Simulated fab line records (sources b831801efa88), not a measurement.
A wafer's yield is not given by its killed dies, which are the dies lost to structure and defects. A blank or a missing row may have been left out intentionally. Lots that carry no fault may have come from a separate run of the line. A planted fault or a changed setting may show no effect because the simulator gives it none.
fab line records | flow gf180mcu
record: lots: 7 | wafers: 21 | last-day: 33
route steps=602 shown MVPSD@83 VT_IMPLANT@90
lots with no fault: from the same line, run without faults
start-h: the number of hours between the record's first day and the start of the first shown wafer of the lot | wait-h: hours since the lot's step before | " the same as in the row above | L1.1+2: a single row standing in for several wafers | - value missing, or start not given | * or withheld: withheld | < > ~ a bound
route shown NAME@n: names a module that has steps shown in the file, with the first one's number in the route | usual: the fault-free wafers' mean and standard deviation | same: alike in all rows | chamber/n: place in a boat | sites: per-site readings | _std_site: standard deviation across them | _edge_site: the outer-site mean with the inner-site mean subtracted | radius-mm: how far each site lies from the wafer's centre | mask NAME#n: copy n | behind: the most recent tool/chamber to have shaped the wafer | hold: what put the lot on hold/how long, in hours/how the hold closed | device: which transistor (n, p or np) failed to switch | end of line: the tests these same wafers got at the end of their route | where a step has no rows: the recipe by itself | killed: dies that structure and defects cost at the first sort, which is not the same as the wafer's yield | map: a wafer's dies, x killed, . not, _ none there
set.NAME: the setting the step ran with; set.NAME@STEP: the setting that earlier step ran with | model.NAME: the simulator's own value behind a step, which no gauge read
a table for each step, a row for each wafer; lots at some steps of the route
services: from which hour (start-h, from the record's first day; less than 0 if before it) a tool's chamber was out of use, for how many hours, and why
== steps ==
step: GF_MVPSD_PEB_05
recipe: temp-c: 115 | time-s: withheld
step: GF_MVPSD_DEVELOP_06
recipe: wall-angle-deg: 90 | develop-time-s: 60 | dev-temp-c: 23
step: GF_MVPSD_OVL_MEAS_07
usual: MVPSD_OVL: -0.7/1.3
lot.wafer | tool       | chamber | start-h | wait-h | MVPSD_OVL[nm]
L625.1    | overlay-02 | -       | 132.62  | -      | 0.3
L625.3    | "          | -       | "       | "      | -0.6
L625.6    | "          | -       | "       | "      | -1.7
L626.3    | overlay-02 | -       | 138.34  | -      | -1.0
L626.5    | "          | -       | "       | "      | -1.7
L626.6    | "          | -       | "       | "      | -3.7
L627.1    | overlay-02 | -       | 144.83  | -      | -0.2
L627.2    | "          | -       | "       | "      | -0.2
L627.5    | "          | -       | "       | "      | -0.4
L628.3    | overlay-02 | -       | 148.39  | -      | -1.5
L628.4    | "          | -       | "       | "      | 1.0
L628.6    | "          | -       | "       | "      | 0.5
L636.2    | overlay-02 | -       | 197.52  | -      | -2.2
L636.3    | "          | -       | "       | "      | -1.2
L636.4    | "          | -       | "       | "      | -1.8
L639.1    | overlay-01 | -       | 214.53  | -      | -2.4
L639.5    | "          | -       | "       | "      | -0.9
L639.6    | "          | -       | "       | "      | -1.9
L640.2    | overlay-02 | -       | 219.98  | -      | -0.9
L640.3    | "          | -       | "       | "      | -0.4
L640.6    | "          | -       | "       | "      | -0.1
step: GF_MVPSD_IMPLANT_08
recipe: species: B | energy-kev: 170 | dose-cm2: 1.5e+13 | tilt-deg: 0
step: GF_MVPSD_IMPLANT_09
recipe: species: B | energy-kev: 40 | dose-cm2: 5e+12 | tilt-deg: 0
step: GF_MVPSD_STRIP_10
recipe: chemistry: O2/N2 | power-w: 1400 | pressure-mtorr: 1500 | platen-temp-c: 250 | o2-flow-sccm: 3000 | n2-flow-sccm: 300 | overash-fraction: 0.5
usual: drypump-motor-current-A: 5.9/0.47 | heater-power-w: 319/23 | o2-flow-sccm: 3000/8.3 | oes-product-au: 0.723/0.0045 | platen-temp-c: 250.01/0.17 | strip-time-to-endpoint-s: 36.94/0.11
lot.wafer | tool            | chamber | start-h | wait-h | drypump-motor-current-A | heater-power-w | o2-flow-sccm | oes-product-au | platen-temp-c | rf-hours-counter-h | strip-time-to-endpoint-s
L625.1    | plasma-asher-04 | 0       | 132.96  | 0.1    | 5.6                     | 303            | 3003         | 0.722          | 250.15        | 50                 | 36.86
L625.3    | "               | 0       | "       | "      | 5.6                     | 309            | 2987         | 0.724          | 250.22        | -                  | 36.81
L625.6    | "               | 1       | "       | "      | 5.1                     | 322            | 3003         | 0.729          | 250.25        | -                  | 36.79
L626.3    | plasma-asher-04 | 1       | 138.70  | 0.1    | 5.1                     | 326            | 2990         | 0.722          | 250.09        | -                  | 36.84
L626.5    | "               | 0       | "       | "      | 5.6                     | 312            | 2995         | 0.720          | 250.12        | -                  | 36.99
L626.6    | "               | 1       | "       | "      | 5.1                     | 323            | 2998         | 0.729          | 249.97        | -                  | 36.84
L627.1    | plasma-asher-03 | 1       | 145.17  | 0.1    | 6.1                     | 341            | 2994         | 0.719          | 250.04        | 38                 | 36.77
L627.2    | "               | 0       | "       | "      | 6.3                     | 299            | 3004         | 0.722          | 250.12        | 38                 | 36.80
L627.5    | "               | 0       | "       | "      | 6.3                     | 300            | 3000         | 0.726          | 250.32        | -                  | 36.76
L628.3    | plasma-asher-01 | 0       | 148.75  | 0.1    | 6.4                     | 289            | 3004         | 0.722          | 250.04        | -                  | 37.02
L628.4    | "               | 1       | "       | "      | 6.0                     | 339            | 2997         | 0.729          | 249.94        | -                  | 36.97
L628.6    | "               | 1       | "       | "      | 6.0                     | 341            | 2995         | 0.725          | 249.89        | -                  | 37.03
L636.2    | plasma-asher-01 | 0       | 197.85  | 0.1    | 6.4                     | 291            | 2998         | 0.723          | 249.96        | 10                 | 37.11
L636.3    | "               | 0       | "       | "      | 6.4                     | 293            | 3013         | 0.716          | 249.90        | -                  | 37.03
L636.4    | "               | 1       | "       | "      | 6.0                     | 354            | 2989         | 0.720          | 250.05        | -                  | 37.14
L639.1    | plasma-asher-03 | 0       | 214.86  | 0.1    | 6.3                     | 292            | 2992         | 0.729          | 249.97        | 45                 | 36.75
L639.5    | "               | 1       | "       | "      | 6.0                     | 350            | 3007         | 0.729          | 249.95        | -                  | 36.88
L639.6    | "               | 0       | "       | "      | 6.3                     | 292            | 2998         | 0.720          | 250.10        | -                  | 36.92
L640.2    | plasma-asher-04 | 1       | 220.31  | 0.1    | 5.1                     | 323            | 2984         | 0.724          | 250.10        | 59                 | 36.96
L640.3    | "               | 1       | "       | "      | 5.1                     | 329            | 2993         | 0.721          | 249.95        | -                  | 36.96
L640.6    | "               | 0       | "       | "      | 5.6                     | 307            | 2998         | 0.730          | 250.07        | -                  | 36.87
step: GF_MVPSD_TW_MEAS_11
usual: MVPSD_TW: 555/3.8
lot.wafer | tool          | chamber | start-h | wait-h | MVPSD_TW
L625.1    | film-metro-01 | -       | 133.06  | 0.1    | 548
L625.3    | "             | -       | "       | "      | 550
L625.6    | "             | -       | "       | "      | 553
L626.3    | film-metro-04 | -       | 138.79  | 0.1    | 551
L626.5    | "             | -       | "       | "      | 555
L626.6    | "             | -       | "       | "      | 554
L627.1    | film-metro-04 | -       | 145.27  | 0.1    | 556
L627.2    | "             | -       | "       | "      | 556
L627.5    | "             | -       | "       | "      | 557
L628.3    | film-metro-02 | -       | 148.83  | 0.1    | 561
L628.4    | "             | -       | "       | "      | 560
L628.6    | "             | -       | "       | "      | 562
L636.2    | film-metro-02 | -       | 197.96  | 0.1    | 554
L636.3    | "             | -       | "       | "      | 554
L636.4    | "             | -       | "       | "      | 556
L639.1    | film-metro-04 | -       | 214.96  | 0.1    | 558
L639.5    | "             | -       | "       | "      | 554
L639.6    | "             | -       | "       | "      | 553
L640.2    | film-metro-01 | -       | 220.42  | 0.1    | 553
L640.3    | "             | -       | "       | "      | 557
L640.6    | "             | -       | "       | "      | 552
step: GF_VT_IMPLANT_DEHYDRATE_00
recipe: temp-c: 200 | time-s: 60
step: GF_VT_IMPLANT_HMDS_01
recipe: prime-time-s: 60 | prime-temp-c: 120
step: GF_VT_IMPLANT_COAT_02
recipe: resist: NOVOLAK | spin-rpm: 3000 | resist-thk-nm: 1000
step: GF_VT_IMPLANT_SOFTBAKE_03
recipe: temp-c: 90 | time-s: 60 | resist: NOVOLAK
step: GF_VT_IMPLANT_EXPOSE_04
recipe: mask-id: LVPWELL_LV_AREA | target-cd-nm: 600 | na: 0.6 | source-shape: conventional | sigma-outer: 0.6 | dose-mj: 140
step: GF_VT_IMPLANT_PEB_05
recipe: temp-c: withheld | time-s: * | resist: NOVOLAK
usual: chill-plate-temp-C: * | exhaust-pa: 45.0/0.85 | time-s: *
lot.wafer | tool           | chamber | start-h | wait-h | chill-plate-temp-C | exhaust-pa | time-s
L625.1    | litho-track-02 | 0       | 147.52  | -      | *                  | 44.6       | *
L625.3    | "              | 0       | "       | "      | *                  | 45.6       | *
L625.6    | "              | 0       | "       | "      | *                  | 45.0       | *
L626.3    | litho-track-02 | -       | 153.72  | -      | -                  | -          | -
L626.5    | "              | -       | "       | "      | -                  | -          | -
L626.6    | "              | -       | "       | "      | -                  | -          | -
L627.1    | litho-track-02 | -       | 160.52  | -      | -                  | -          | -
L627.2    | "              | -       | "       | "      | -                  | -          | -
L627.5    | "              | -       | "       | "      | -                  | -          | -
L628.3    | litho-track-02 | -       | 164.37  | -      | -                  | -          | -
L628.4    | "              | -       | "       | "      | -                  | -          | -
L628.6    | "              | -       | "       | "      | -                  | -          | -
L636.2    | litho-track-04 | 0       | 214.80  | -      | *                  | 45.2       | *
L636.3    | "              | 0       | "       | "      | *                  | 43.6       | *
L636.4    | "              | 0       | "       | "      | *                  | 43.9       | *
L639.1    | litho-track-02 | 0       | 232.97  | -      | *                  | 44.9       | *
L639.5    | "              | 0       | "       | "      | *                  | 45.8       | *
L639.6    | "              | 0       | "       | "      | *                  | 46.0       | *
L640.2    | litho-track-04 | 0       | 237.85  | -      | *                  | 45.2       | *
L640.3    | "              | 0       | "       | "      | *                  | 44.6       | *
L640.6    | "              | 0       | "       | "      | *                  | 44.6       | *
step: GF_VT_IMPLANT_DEVELOP_06
recipe: develop-time-s: 60 | dev-temp-c: 23
== services ==
tool            | chamber | start-h | hours | kind
plasma-asher-01 | 0       | 117.75  | -     | clean
plasma-asher-01 | 1       | 117.75  | -     | clean
plasma-asher-03 | -       | 197.16  | 1.6   | repair
== key ==
first-sign: step: GF_VT_IMPLANT_PEB_05 | reading: tool-record | direction: missing
effect none on later readings
met-at GF_VT_IMPLANT_PEB_05
struck-wafers L626.3,L626.5,L626.6,L627.1,L627.2,L627.5,L628.3,L628.4,L628.6
rows-end L628.3,L628.4,L628.6
sort-left-out L626.3,L626.5,L626.6,L627.1,L627.2,L627.5
tester-left-out L626,L627
onset-between 147.52 153.72
fault: kind: skipped-step-whole | tool: litho-track-02 | chamber: - | onset-h: 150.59 | steps: GF_VT_IMPLANT_PEB_05 | scope: struck-lots-only
tester-left-out: of these lots the tester's yield and bins aren't shown, on N5 and GAA mostly nor the transistor test; their killed dies are dies lost to structure and defects alone, not to doping, threshold or leakage, so they don't give the yield
sort-left-out: the simulated sort isn't trusted on such a fault, so these wafers' sort isn't shown, and their yield isn't known
rows-end: these wafers met a further fault down the route, and their rows from its step on are left out
